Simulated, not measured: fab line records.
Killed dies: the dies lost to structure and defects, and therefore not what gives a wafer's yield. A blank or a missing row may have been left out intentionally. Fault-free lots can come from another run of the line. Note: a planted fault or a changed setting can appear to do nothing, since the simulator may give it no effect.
Struck lot and sound lot, side by side | flow sky130 | 14 out of 708 route steps
Sound: these wafers, L957.1, L957.5, L957.6. Struck: wafers L952.2, L952.3, L952.5. The cause is named last.
Each step with rows lists, per side, the tool, then ch with its chambers, then its first start. Under that, the readings that differ: sound wafers | struck wafers | difference of the means | sigmas: that difference in standard deviations of wafers without a fault.
alike: readings whose means differ by less than 2 such deviations, and words and numbers that are the same on both sides. not compared: withheld readings, readings that some wafer has no value for, bounds like >300 that may hide the same value, and numbers for which the record gives no deviation and whose values overlap.
Wherever a step has rows on one side only, a row that says differs or no value, or a row with sigmas, the two part there. Numbers that don't overlap but have no deviation are shown without sigmas and don't part them. A reading that every wafer of one side lacks parts them only if that side has two wafers or more.

first, 1 step without rows for these wafers: SKY_POLY_CUT_DEVELOP_07 (develop time 60 s).
SKY_POLY_CUT_CD_MEAS_08: the cd target is 270 nm.
  sound on cdSem-02 at day 31 21:35; struck on cdSem-02 at day 30 05:14
  alike: cdNm
SKY_POLY_CUT_OVL_MEAS_09:
  sound on overlay-01 at day 31 21:42; struck on overlay-02 at day 30 05:20
  alike: POLY_CUT_OVL
SKY_POLY_CUT_ETCH_10: etches BARC in N2/H2, stops on SiO2, time 45.9 s, target depth 60 nm.
  sound on rieDiel-02 ch 1,2, day 31 21:44; struck on rieDiel-04 ch 0,2,3, day 30 05:22
  alike: drypumpMotorCurrentA, oesProductAu, throttleValvePct
  not compared: rfHoursCounterH
SKY_POLY_CUT_ETCH_11: etches Si3N4 in CF4/CH2F2/Ar, stops on poly-Si, time 42.5 s, target depth 60 nm.
  sound on rieDiel-02 ch 1,2, day 31 21:47; struck on rieDiel-04 ch 0,2,3, day 30 05:25
  alike: drypumpMotorCurrentA, oesProductAu, throttleValvePct
  not compared: rfHoursCounterH
SKY_POLY_CUT_STRIP_12: strips in O2/N2.
  sound on plasmaAsher-03 ch 0,1, day 31 21:49; struck on plasmaAsher-01 ch 0,1, day 30 05:27
  alike: drypumpMotorCurrentA, oesProductAu, stripTimeToEndpointS
  not compared: rfHoursCounterH
then, 6 steps without rows for these wafers: SKY_SD_P_DEHYDRATE_00 (time 60 s); SKY_SD_P_HMDS_01 (prime time 60 s); SKY_SD_P_COAT_02 (resist thk 1140 nm); SKY_SD_P_SOFTBAKE_03 (time 60 s); SKY_SD_P_EXPOSE_04 (exposes mask PSDM, target cd 380 nm); SKY_SD_P_PEB_05.
SKY_SD_P_DEVELOP_06: develop time 60 s.
  sound on lithoTrack-01 ch 0, day 33 00:39; struck on lithoTrack-02, day 31 07:59
  no value came back on the struck wafers for chillPlateTempC (C), developTimeS (s), resistLineTempC (C); on the sound wafers chillPlateTempC (C) reads 23.21 22.76 23.00
SKY_SD_P_CD_MEAS_07: the cd target is 380 nm.
  sound on cdSem-02 at day 33 00:48; struck on cdSem-01 at day 31 08:08
reading   | sound       | struck | difference                    | sigmas
cdNm (nm) | 381 377 382 | - - -  | no value on the struck wafers | 

WHERE THEY PART
Earliest at SKY_SD_P_DEVELOP_06; latest, in this record, at SKY_SD_P_CD_MEAS_07.

WHY: whatever the simulator had introduced
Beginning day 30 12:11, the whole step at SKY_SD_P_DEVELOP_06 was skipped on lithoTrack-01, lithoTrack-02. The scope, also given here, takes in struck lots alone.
